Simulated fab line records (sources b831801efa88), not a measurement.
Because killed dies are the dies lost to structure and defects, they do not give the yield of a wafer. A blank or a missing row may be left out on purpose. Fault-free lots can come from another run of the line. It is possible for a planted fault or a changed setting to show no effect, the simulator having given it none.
fab line records -- flow sky130
record: lots: 11, wafers: 31, last-day: 50
route steps=708 shown PWDE@54 POLY_GATE@229 LDD_LDN@296
lots with no fault: from the same line, run without faults
start-h: hours from the record's opening day to when the first of the lot's shown wafers began -- wait-h: how many hours have passed since the lot's step before this one -- " identical to the entry in the row above -- L1.1+2: several wafers, shown together as one row -- - no value, or no start given -- * or withheld: withheld -- < > ~ a bound
route shown NAME@n: NAME is a module with steps in the file, n the number in the route of the first one -- usual: mean and standard deviation over wafers with no fault -- same: alike in all rows -- chamber/n: place in a boat -- sites: each site's reading -- _std_site: their standard deviation -- _edge_site: outer sites' mean less inner sites' -- radius-mm: for every site, how far away it sits from the centre of the wafer -- mask NAME#n: copy n -- behind: the last tool/chamber to shape the wafer -- hold: why the lot was held/for how many hours/how that ended -- device: the transistor (n, p or np) that didn't switch -- end of line: the same wafers' tests at the end of the route -- where a step has no rows: the recipe by itself -- killed: count of dies lost to structure and defects at first sort (not the wafer's yield) -- map: shows each die of a wafer: x if killed, . if not, _ if none is there
set.NAME: the setting as run; set.NAME@STEP: as run at that earlier step -- model.NAME: the simulator's own value behind a step, which no gauge read
the route's steps for a sample of lots (tables are steps, rows are wafers)
services: when a tool's chamber went out of use (start-h, in hours from the record's first day, below 0 if earlier), for how many hours, and the reason
== steps ==
step: SKY_PWDE_STRIP_09
recipe: chemistry: O2/N2, power-w: 1400, pressure-mtorr: 1500, platen-temp-c: withheld, o2-flow-sccm: 3000, n2-flow-sccm: 300, overash-fraction: 0.5
usual: drypump-motor-current-A: 5.9/0.37, o2-flow-sccm: 3001/8.6, oes-product-au: 0.722/0.0044, strip-time-to-endpoint-s: 36.91/0.11
lot.wafer,tool,chamber,start-h,wait-h,drypump-motor-current-A,o2-flow-sccm,oes-product-au,rf-hours-counter-h,strip-time-to-endpoint-s
L543.3,plasma-asher-03,0,77.43,0.1,5.8,3004,0.722,-,36.78
L543.5,plasma-asher-03,0,77.43,0.1,5.8,3005,0.726,-,36.84
L543.6,plasma-asher-03,1,77.43,0.1,6.0,2998,0.719,-,36.88
L544.1,plasma-asher-04,1,81.10,0.1,5.9,2998,0.723,42,37.09
L544.4,plasma-asher-04,1,81.10,0.1,5.9,3017,0.726,-,37.07
L544.6,plasma-asher-04,0,81.10,0.1,5.8,2999,0.721,-,37.04
L547.1,plasma-asher-04,1,98.39,0.1,5.9,3006,0.728,44,36.96
L547.2,plasma-asher-04,0,98.39,0.1,5.8,2980,0.727,44,37.06
L547.4,plasma-asher-04,0,98.39,0.1,5.8,2996,0.724,-,37.13
L548.2,plasma-asher-02,1,99.09,0.1,5.5,3015,0.722,41,36.70
L548.3,plasma-asher-02,1,99.09,0.1,5.5,3011,0.727,-,36.80
L548.4,plasma-asher-02,0,99.09,0.1,6.6,3011,0.727,-,36.80
L552.2,plasma-asher-03,1,123.35,0.1,6.0,2990,0.722,44,36.92
L552.6,plasma-asher-03,0,123.35,0.1,5.8,2994,0.714,-,36.75
L553.2,plasma-asher-04,0,127.73,0.1,5.8,3002,0.723,46,36.93
L553.5,plasma-asher-04,0,127.73,0.1,5.8,3005,0.727,-,37.00
L560.2,plasma-asher-02,0,169.77,0.1,6.6,2996,0.730,2,36.93
L560.4,plasma-asher-02,0,169.77,0.1,6.6,2997,0.726,-,37.01
L560.6,plasma-asher-02,1,169.77,0.1,5.5,2997,0.715,-,36.95
L561.1,plasma-asher-02,1,175.80,0.1,5.5,2999,0.720,3,36.81
L561.4,plasma-asher-02,1,175.80,0.1,5.4,2999,0.723,-,36.88
L561.6,plasma-asher-02,1,175.80,0.1,5.4,2993,0.727,-,36.83
L562.1,plasma-asher-03,0,179.35,0.1,5.8,2994,0.729,50,36.93
L562.2,plasma-asher-03,1,179.35,0.1,5.9,3003,0.718,50,36.94
L562.4,plasma-asher-03,0,179.35,0.1,5.9,3017,0.717,-,36.98
L563.2,plasma-asher-02,0,186.19,0.1,6.6,2998,0.720,4,36.81
L563.3,plasma-asher-02,0,186.19,0.1,6.6,3009,0.716,-,36.85
L563.6,plasma-asher-02,0,186.19,0.1,6.6,2996,0.724,-,36.85
L565.2,plasma-asher-03,0,199.50,0.1,5.8,3005,0.722,52,37.16
L565.3,plasma-asher-03,0,199.50,0.1,5.8,3007,0.724,-,36.93
L565.6,plasma-asher-03,1,199.50,0.1,6.0,2988,0.720,-,36.96
step: SKY_POLY_GATE_ETCH_15
recipe: chemistry: N2/H2, target: BARC, ion-energy-ev: 200, source-w: 500, bias-w: 100, pressure-mtorr: 30, n2-flow-sccm: 100, h2-flow-sccm: 200, stop-on: SiO2, time-s: 118.5, target-depth-a: 1100
usual: bias-w: 100.0/0.33, drypump-motor-current-A: 5.8/0.36, oes-product-au: 0.716/0.0046, rf-fwd-power-W: 496.8/1.6, run-length-s: 147.0/0.42, throttle-valve-pct: 13.213/0.01
lot.wafer,tool,chamber,start-h,wait-h,bias-w,drypump-motor-current-A,oes-product-au,rf-fwd-power-W,rf-hours-counter-h,run-length-s,throttle-valve-pct
L543.3,rie-diel-01,0,375.27,0.0,100.5,5.0,0.719,499.6,99,146.7,13.212
L543.5,rie-diel-01,1,375.27,0.0,100.0,5.9,0.710,497.3,-,147.0,13.230
L543.6,rie-diel-01,0,375.27,0.0,100.3,5.0,0.713,500.9,-,147.0,13.210
L544.1,rie-diel-04,0,392.97,0.0,100.0,6.0,0.714,494.3,88,147.7,13.212
L544.4,rie-diel-04,2,392.97,0.0,100.0,5.6,0.718,496.1,-,147.0,13.225
L544.6,rie-diel-04,3,392.97,0.0,99.8,5.8,0.712,495.8,-,147.3,13.202
L547.1,rie-diel-04,2,422.52,0.0,100.1,5.6,0.723,499.2,10,146.9,13.205
L547.2,rie-diel-04,0,422.52,0.0,100.5,6.0,0.726,495.7,89,147.4,13.201
L547.4,rie-diel-04,1,422.52,0.0,101.0,5.3,0.720,494.4,0,146.7,13.208
L548.2,rie-diel-01,3,422.67,0.0,99.3,6.2,0.710,494.1,0,146.4,13.222
L548.3,rie-diel-01,2,422.67,0.0,100.3,6.2,0.721,497.0,3,147.7,13.220
L548.4,rie-diel-01,0,422.67,0.0,99.7,5.0,0.709,497.7,100,147.0,13.201
L552.2,rie-diel-01,1,459.34,0.0,100.0,5.9,0.664,494.4,83,169.7,13.196
L552.6,rie-diel-01,1,459.34,0.0,100.1,5.9,0.717,494.1,-,147.5,13.219
L553.2,rie-diel-01,1,470.27,0.0,99.9,5.9,0.656,494.8,84,169.8,13.213
L553.5,rie-diel-01,2,470.27,0.0,100.6,6.2,0.657,495.7,-,170.5,13.213
L560.2,rie-diel-04,3,533.92,0.0,99.9,5.7,0.711,495.5,24,146.7,13.225
L560.4,rie-diel-04,1,533.92,0.0,100.5,5.4,0.722,491.6,-,146.7,13.206
L560.6,rie-diel-04,3,533.92,0.0,99.6,5.7,0.710,495.5,-,146.6,13.199
L561.1,rie-diel-04,2,537.72,0.0,100.0,5.6,0.720,497.5,13,146.9,13.217
L561.4,rie-diel-04,3,537.72,0.0,99.8,5.7,0.710,497.2,24,146.5,13.234
L561.6,rie-diel-04,2,537.72,0.0,99.4,5.6,0.719,496.8,-,146.6,13.215
L562.1,rie-diel-04,1,543.12,0.0,99.9,5.3,0.716,497.1,3,146.7,13.209
L562.2,rie-diel-04,3,543.12,0.0,100.0,5.8,0.722,498.9,24,146.7,13.206
L562.4,rie-diel-04,2,543.12,0.0,100.3,5.6,0.711,498.6,13,146.6,13.208
L563.2,rie-diel-04,0,555.99,0.0,100.4,6.0,0.719,495.8,0,147.7,13.199
L563.3,rie-diel-04,1,555.99,0.0,99.8,5.3,0.716,494.7,3,147.2,13.226
L563.6,rie-diel-04,2,555.99,0.0,99.4,5.6,0.713,497.2,-,146.6,13.199
L565.2,rie-diel-02,1,569.94,0.0,99.6,5.9,0.711,495.7,9,147.3,13.192
L565.3,rie-diel-02,3,569.94,0.0,100.2,5.9,0.716,498.8,50,146.9,13.204
L565.6,rie-diel-02,0,569.94,0.0,99.9,5.8,0.712,496.6,-,147.3,13.198
step: SKY_POLY_GATE_STRIP_18
recipe: chemistry: O2/N2, power-w: 1400, pressure-mtorr: 1500, platen-temp-c: withheld, o2-flow-sccm: 3000, n2-flow-sccm: 300, overash-fraction: 0.5
usual: drypump-motor-current-A: 5.8/0.47, o2-flow-sccm: 3002/8.4, oes-product-au: 0.361/0.0045, strip-time-to-endpoint-s: 3.160/0.03
lot.wafer,tool,chamber,start-h,wait-h,drypump-motor-current-A,o2-flow-sccm,oes-product-au,rf-hours-counter-h,strip-time-to-endpoint-s
L543.3,plasma-asher-02,0,375.54,0.1,6.6,3000,0.362,-,3.118
L543.5,plasma-asher-02,1,375.54,0.1,5.4,3000,0.361,-,3.169
L543.6,plasma-asher-02,0,375.54,0.1,6.6,3014,0.356,-,3.152
L544.1,plasma-asher-01,0,393.21,0.0,5.3,3005,0.366,61,3.170
L544.4,plasma-asher-01,1,393.21,0.0,5.7,3000,0.365,-,3.204
L544.6,plasma-asher-01,0,393.21,0.0,5.3,3016,0.362,-,3.152
L547.1,plasma-asher-01,1,422.76,0.0,5.7,3001,0.363,63,3.205
L547.2,plasma-asher-01,0,422.76,0.0,5.3,3011,0.355,63,3.193
L547.4,plasma-asher-01,0,422.76,0.0,5.3,3000,0.361,-,3.180
L548.2,plasma-asher-01,0,422.91,0.0,5.3,2996,0.366,63,3.162
L548.3,plasma-asher-01,1,422.91,0.0,5.7,2998,0.364,-,3.164
L548.4,plasma-asher-01,0,422.91,0.0,5.3,2990,0.358,-,3.133
L552.2,plasma-asher-01,0,459.58,0.0,5.2,3001,0.350,68,2.967
L552.6,plasma-asher-01,0,459.58,0.0,5.3,3009,0.354,-,3.166
L553.2,plasma-asher-02,0,470.53,0.1,6.6,3002,0.352,30,2.997
L553.5,plasma-asher-02,0,470.53,0.1,6.6,2983,0.352,-,2.965
L560.2,plasma-asher-01,1,534.15,0.0,5.8,3008,0.356,76,3.088
L560.4,plasma-asher-01,0,534.15,0.0,5.2,3011,0.361,-,3.133
L560.6,plasma-asher-01,0,534.15,0.0,5.3,3007,0.357,-,3.102
L561.1,plasma-asher-02,1,537.95,0.0,5.4,3008,0.365,36,3.183
L561.4,plasma-asher-02,0,537.95,0.0,6.6,2996,0.362,-,3.144
L561.6,plasma-asher-02,0,537.95,0.0,6.6,2986,0.367,-,3.214
L562.1,plasma-asher-02,1,543.36,0.0,5.5,2999,0.360,37,3.136
L562.2,plasma-asher-02,0,543.36,0.0,6.6,2994,0.357,37,3.128
L562.4,plasma-asher-02,1,543.36,0.0,5.5,3004,0.366,-,3.185
L563.2,plasma-asher-01,1,556.23,0.0,5.8,3006,0.359,78,3.153
L563.3,plasma-asher-01,0,556.23,0.0,5.2,2990,0.359,-,3.121
L563.6,plasma-asher-01,1,556.23,0.0,5.7,2989,0.359,-,3.158
L565.2,plasma-asher-01,1,570.18,0.0,5.8,3009,0.361,80,3.144
L565.3,plasma-asher-01,0,570.18,0.0,5.3,3004,0.373,-,3.138
L565.6,plasma-asher-01,1,570.18,0.0,5.7,3004,0.366,-,3.113
step: SKY_POLY_GATE_THK_MEAS_21
recipe: reads: SiO2_of_POLY_GATE_OXIDATION_20
usual: POLY_GATE_OXIDATION_THK: 4.02/0.078
lot.wafer,tool,chamber,start-h,wait-h,POLY_GATE_OXIDATION_THK[nm]
L543.3,film-metro-02,-,377.71,0.0,3.97
L543.5,film-metro-02,-,377.71,0.0,3.95
L543.6,film-metro-02,-,377.71,0.0,3.89
L544.1,film-metro-03,-,396.31,0.0,4.10
L544.4,film-metro-03,-,396.31,0.0,4.04
L544.6,film-metro-03,-,396.31,0.0,4.12
L547.1,film-metro-03,-,424.94,0.0,4.03
L547.2,film-metro-03,-,424.94,0.0,4.01
L547.4,film-metro-03,-,424.94,0.0,3.97
L548.2,film-metro-01,-,424.95,0.0,3.96
L548.3,film-metro-01,-,424.95,0.0,4.03
L548.4,film-metro-01,-,424.95,0.0,4.00
L552.2,film-metro-01,-,461.62,0.0,4.09
L552.6,film-metro-01,-,461.62,0.0,4.04
L553.2,film-metro-01,-,471.94,0.0,3.93
L553.5,film-metro-01,-,471.94,0.0,3.97
L560.2,film-metro-03,-,535.56,0.0,3.98
L560.4,film-metro-03,-,535.56,0.0,4.03
L560.6,film-metro-03,-,535.56,0.0,4.04
L561.1,film-metro-01,-,539.36,0.0,3.99
L561.4,film-metro-01,-,539.36,0.0,4.04
L561.6,film-metro-01,-,539.36,0.0,3.97
L562.1,film-metro-01,-,544.76,0.0,3.95
L562.2,film-metro-01,-,544.76,0.0,4.01
L562.4,film-metro-01,-,544.76,0.0,3.98
L563.2,film-metro-03,-,560.08,0.0,3.86
L563.3,film-metro-03,-,560.08,0.0,3.90
L563.6,film-metro-03,-,560.08,0.0,3.84
L565.2,film-metro-01,-,571.60,0.0,4.08
L565.3,film-metro-01,-,571.60,0.0,4.03
L565.6,film-metro-01,-,571.60,0.0,4.05
step: SKY_LDD_LDN_OVL_MEAS_07
usual: LDD_LDN_OVL: -0.2/1.3
lot.wafer,tool,chamber,start-h,wait-h,LDD_LDN_OVL[nm]
L543.3,overlay-01,-,530.37,0.1,-1.0
L543.5,overlay-01,-,530.37,0.1,-1.9
L543.6,overlay-01,-,530.37,0.1,0.1
L544.1,overlay-02,-,549.79,0.1,2.1
L544.4,overlay-02,-,549.79,0.1,1.5
L544.6,overlay-02,-,549.79,0.1,0.6
L548.2,overlay-01,-,577.32,0.1,0.7
L548.3,overlay-01,-,577.32,0.1,2.3
L548.4,overlay-01,-,577.32,0.1,0.3
L547.1,overlay-02,-,578.81,0.1,0.8
L547.2,overlay-02,-,578.81,0.1,1.4
L547.4,overlay-02,-,578.81,0.1,0.1
L552.2,overlay-01,-,613.31,0.1,1.0
L552.6,overlay-01,-,613.31,0.1,-0.8
L553.2,overlay-01,-,622.89,0.1,-0.2
L553.5,overlay-01,-,622.89,0.1,0.1
L560.2,overlay-01,-,683.51,0.1,-0.6
L560.4,overlay-01,-,683.51,0.1,-0.2
L560.6,overlay-01,-,683.51,0.1,-1.4
L561.1,overlay-01,-,685.00,0.1,0.3
L561.4,overlay-01,-,685.00,0.1,0.1
L561.6,overlay-01,-,685.00,0.1,-1.5
L562.1,overlay-01,-,688.60,0.1,-1.7
L562.2,overlay-01,-,688.60,0.1,-1.9
L562.4,overlay-01,-,688.60,0.1,-3.1
L563.2,overlay-02,-,703.47,0.1,0.4
L563.3,overlay-02,-,703.47,0.1,3.1
L563.6,overlay-02,-,703.47,0.1,0.5
L565.2,overlay-02,-,715.37,0.1,-1.9
L565.3,overlay-02,-,715.37,0.1,0.6
L565.6,overlay-02,-,715.37,0.1,-2.0
== services ==
tool,chamber,start-h,hours,kind
plasma-asher-02,-,107.70,8.8,repair
plasma-asher-02,-,116.51,9.0,pm
plasma-asher-02,-,118.57,22.4,repair
rie-diel-01,-,122.39,4.0,repair
rie-diel-04,1,140.65,19.8,repair
plasma-asher-02,-,148.01,12.0,repair
plasma-asher-03,-,169.66,6.6,repair
plasma-asher-02,-,212.40,3.1,repair
plasma-asher-03,-,216.49,14.6,pm
rie-diel-04,-,218.70,2.8,pm
rie-diel-04,3,226.63,2.4,repair
rie-diel-01,0,235.62,2.5,repair
plasma-asher-01,-,249.72,1.3,repair
rie-diel-04,0,280.47,5.4,repair
rie-diel-04,2,326.23,3.9,repair
rie-diel-04,0,398.99,10.0,repair
plasma-asher-01,-,401.25,3.0,repair
plasma-asher-03,-,409.29,1.7,repair
rie-diel-04,-,414.19,4.3,pm
plasma-asher-02,-,420.11,7.4,repair
plasma-asher-03,-,421.25,9.0,pm
rie-diel-04,3,433.28,5.0,repair
plasma-asher-02,-,448.04,21.6,pm
plasma-asher-02,-,485.15,2.9,repair
== key ==
first-sign: step: SKY_POLY_GATE_ETCH_15, reading: run-length-s, direction: up, sigmas: 55, usual: *, struck: *
effect: step: SKY_POLY_GATE_ETCH_15, reading: oes-product-au, direction: down, sigmas: 12, usual: 0.716, struck: 0.659
effect: step: SKY_POLY_GATE_STRIP_18, reading: strip-time-to-endpoint-s, direction: down, sigmas: 6.1, usual: *, struck: *
met-at SKY_POLY_GATE_ETCH_15
struck-lots L552,L553
struck-wafers L552.2,L553.2,L553.5
tester-left-out L552,L553
not-acting-at SKY_PWDE_STRIP_09,SKY_POLY_GATE_THK_MEAS_21,SKY_LDD_LDN_OVL_MEAS_07
onset-between 422.67 459.34
fault: kind: process-parameter-drift, tool: rie-diel-01, chamber: -, onset-h: 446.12, steps: SKY_POLY_GATE_ETCH_15, channel: time-s, offset: *, shape: step, end-h: 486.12, scope: struck-wafers-only, acts-in: *, stated: *
tester-left-out: of these lots the tester's yield and bins aren't shown, on N5 and GAA mostly nor the transistor test; their killed dies are dies lost to structure and defects alone, not to doping, threshold or leakage, so they don't give the yield
